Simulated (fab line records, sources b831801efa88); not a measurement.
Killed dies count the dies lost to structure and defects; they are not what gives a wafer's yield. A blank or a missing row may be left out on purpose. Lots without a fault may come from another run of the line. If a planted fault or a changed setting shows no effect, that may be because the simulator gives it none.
Matching of chambers    flow gf180mcu    3 sister chambers for GF_V5_CVD_02 on pecvd-04
The step deposits SiO2 from TEOS, target thk 1450 nm, time 163.28 s. 3 wafers are shown with their chamber, then 12 later ones without.

## WAFERS, EACH WITH ITS CHAMBER
wafer   chamber  heater-power-w (W)
L095.1  2        557
L095.2  1        698
L095.3  0        561

## WAFERS WITHOUT THEIR CHAMBER
wafer   heater-power-w (W)
L095.4  598
L095.5  557
L095.6  432
L096.1  611
L096.2  594
L096.3  506
L096.4  482
L096.5  438
L096.6  691
L097.1  485
L097.3  667
L097.4  533

## THE CHAMBER EACH PASSED THROUGH
wafer   from the rows above           in truth
L095.4  can't be placed: 0 or 2 or 1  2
L095.5  can't be placed: 2 or 0       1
L095.6  can't be placed: 2 or 0       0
L096.1  can't be placed: 0 or 2 or 1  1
L096.2  can't be placed: 0 or 2 or 1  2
L096.3  can't be placed: 2 or 0       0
L096.4  can't be placed: 2 or 0       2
L096.5  can't be placed: 2 or 0       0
L096.6  can't be placed: 1 or 0 or 2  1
L097.1  can't be placed: 2 or 0       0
L097.3  can't be placed: 1 or 0 or 2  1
L097.4  can't be placed: 2 or 0       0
Placed correctly: 0 of 12. Cannot be placed on the basis of these rows: 12; the candidates contain the true chamber in 11. Number placed wrongly: 0.
How it was worked out, from the rows above alone: a wafer's distance from a chamber is the root of the sum, over the readings, of the square of ((its reading less the chamber's mean) divided by the reading's scatter). The wafer belongs to the nearest chamber; if the next one is less than 2 further off, it can't be placed. For every chamber, the mean is computed from those of its wafers that are shown. The scatter (one wafer shown for each chamber): square how far every hidden wafer sits from the nearest shown wafer, average those squares and take the square root.
